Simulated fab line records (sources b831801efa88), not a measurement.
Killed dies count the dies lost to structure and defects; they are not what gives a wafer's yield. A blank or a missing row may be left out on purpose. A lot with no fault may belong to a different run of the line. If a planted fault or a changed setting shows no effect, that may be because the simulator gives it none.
Which tool was responsible? || flow sfqLine || 13 lots with 39 wafers sampled at 2 steps, on a route of 325 steps

WHAT THE GAUGES SHOWED, per wafer
SFQ_M1_RS_MEAS_909: measures by four-point-probe.
{"lot": "L301", "measured": "day 10 12:59", "on": "filmMetro-02", "M1_NB_RS (ohm/sq)": "0.928 0.929 0.924"}
{"lot": "L302", "measured": "day 10 16:36", "on": "filmMetro-03", "M1_NB_RS (ohm/sq)": "0.902 0.890 0.894"}
{"lot": "L303", "measured": "day 11 05:48", "on": "filmMetro-04", "M1_NB_RS (ohm/sq)": "0.890 0.865 0.879"}
{"lot": "L304", "measured": "day 11 08:11", "on": "filmMetro-03", "M1_NB_RS (ohm/sq)": "0.902 0.899 0.875"}
{"lot": "L305", "measured": "day 12 10:36", "on": "filmMetro-03", "M1_NB_RS (ohm/sq)": "0.905 0.904 0.905"}
{"lot": "L308", "measured": "day 13 05:27", "on": "filmMetro-03", "M1_NB_RS (ohm/sq)": "0.905 0.912 0.904"}
{"lot": "L313", "measured": "day 14 11:47", "on": "filmMetro-03", "M1_NB_RS (ohm/sq)": "1.036 0.892 0.902"}
{"lot": "L316", "measured": "day 15 08:07", "on": "filmMetro-04", "M1_NB_RS (ohm/sq)": "0.925 0.918 0.929"}
{"lot": "L317", "measured": "day 15 18:52", "on": "filmMetro-02", "M1_NB_RS (ohm/sq)": "0.920 0.936 0.915"}
{"lot": "L318", "measured": "day 15 22:28", "on": "filmMetro-03", "M1_NB_RS (ohm/sq)": "0.919 0.897 0.892"}
{"lot": "L320", "measured": "day 16 12:53", "on": "filmMetro-03", "M1_NB_RS (ohm/sq)": "0.933 0.927 0.931"}
{"lot": "L321", "measured": "day 16 23:13", "on": "filmMetro-03", "M1_NB_RS (ohm/sq)": "0.900 0.915 0.919"}
{"lot": "L324", "measured": "day 17 12:27", "on": "filmMetro-04", "M1_NB_RS (ohm/sq)": "0.898 0.904 0.893"}

TOOL THAT RAN EACH LOT (tool first, then ch and the chambers of the sampled wafers, then the start)
{"lot": "L301", "SFQ_TRILAYER_M1_DEP_SPUTTER_037": "pvdSputter-06, day 10 12:53"}
{"lot": "L302", "SFQ_TRILAYER_M1_DEP_SPUTTER_037": "pvdSputter-03, day 10 16:29"}
{"lot": "L303", "SFQ_TRILAYER_M1_DEP_SPUTTER_037": "pvdSputter-05, day 11 05:41"}
{"lot": "L304", "SFQ_TRILAYER_M1_DEP_SPUTTER_037": "pvdSputter-05, day 11 08:05"}
{"lot": "L305", "SFQ_TRILAYER_M1_DEP_SPUTTER_037": "pvdSputter-03, day 12 10:28"}
{"lot": "L308", "SFQ_TRILAYER_M1_DEP_SPUTTER_037": "pvdSputter-05, day 13 05:19"}
{"lot": "L313", "SFQ_TRILAYER_M1_DEP_SPUTTER_037": "pvdSputter-03, day 14 11:40"}
{"lot": "L316", "SFQ_TRILAYER_M1_DEP_SPUTTER_037": "pvdSputter-06, day 15 07:59"}
{"lot": "L317", "SFQ_TRILAYER_M1_DEP_SPUTTER_037": "pvdSputter-06, day 15 18:46"}
{"lot": "L318", "SFQ_TRILAYER_M1_DEP_SPUTTER_037": "pvdSputter-05, day 15 22:22"}
{"lot": "L320", "SFQ_TRILAYER_M1_DEP_SPUTTER_037": "pvdSputter-06, day 16 12:46"}
{"lot": "L321", "SFQ_TRILAYER_M1_DEP_SPUTTER_037": "pvdSputter-06, day 16 23:07"}
{"lot": "L324", "SFQ_TRILAYER_M1_DEP_SPUTTER_037": "pvdSputter-06, day 17 12:19"}
- SFQ_TRILAYER_M1_DEP_SPUTTER_037: material Nb, target thk 200 nm, time 133.3 s.

WHAT THE TOOLS THEMSELVES READ (means of the sampled wafers that have a number; where no wafer has one, the mark that the record gives instead)
SFQ_TRILAYER_M1_DEP_SPUTTER_037.
{"lot": "L301", "tool": "pvdSputter-06", "throttleValvePct (%)": 28.6}
{"lot": "L302", "tool": "pvdSputter-03", "throttleValvePct (%)": 30.2}
{"lot": "L303", "tool": "pvdSputter-05", "throttleValvePct (%)": 29.8}
{"lot": "L304", "tool": "pvdSputter-05", "throttleValvePct (%)": 29.9}
{"lot": "L305", "tool": "pvdSputter-03", "throttleValvePct (%)": 29.8}
{"lot": "L308", "tool": "pvdSputter-05", "throttleValvePct (%)": 30.1}
{"lot": "L313", "tool": "pvdSputter-03", "throttleValvePct (%)": 30.7}
{"lot": "L316", "tool": "pvdSputter-06", "throttleValvePct (%)": 29.0}
{"lot": "L317", "tool": "pvdSputter-06", "throttleValvePct (%)": 29.3}
{"lot": "L318", "tool": "pvdSputter-05", "throttleValvePct (%)": 29.7}
{"lot": "L320", "tool": "pvdSputter-06", "throttleValvePct (%)": 29.1}
{"lot": "L321", "tool": "pvdSputter-06", "throttleValvePct (%)": 29.4}
{"lot": "L324", "tool": "pvdSputter-06", "throttleValvePct (%)": 29.2}

THE ANSWER, worked out from the rows above alone
Rule: the lots themselves supply what counts as usual. The widest of any qualifying gaps counts: lots, ordered by their means at a reading, are off when they make up no more than a third of the lots, leave a main group of 4 or more, and stand apart from it by 3 or more times the standard deviation of that group's means. If all means in a main group match to the digits the tables above print for the reading, that group is not used. A lot without any number at a reading at which 4 lots or more have one is off too. All remaining lots with rows at the step are treated as sound. After the gauges, taken in route order, come the tools' own readings; for these a lot's mean is taken, as printed above. At the first step where some lot is off, the reading lying furthest off is the one used; lots without a number count as furthest.
Across all readings shown, no lot is off: no conclusion can be drawn from this.

WHAT WAS PUT IN BY THE SIMULATOR
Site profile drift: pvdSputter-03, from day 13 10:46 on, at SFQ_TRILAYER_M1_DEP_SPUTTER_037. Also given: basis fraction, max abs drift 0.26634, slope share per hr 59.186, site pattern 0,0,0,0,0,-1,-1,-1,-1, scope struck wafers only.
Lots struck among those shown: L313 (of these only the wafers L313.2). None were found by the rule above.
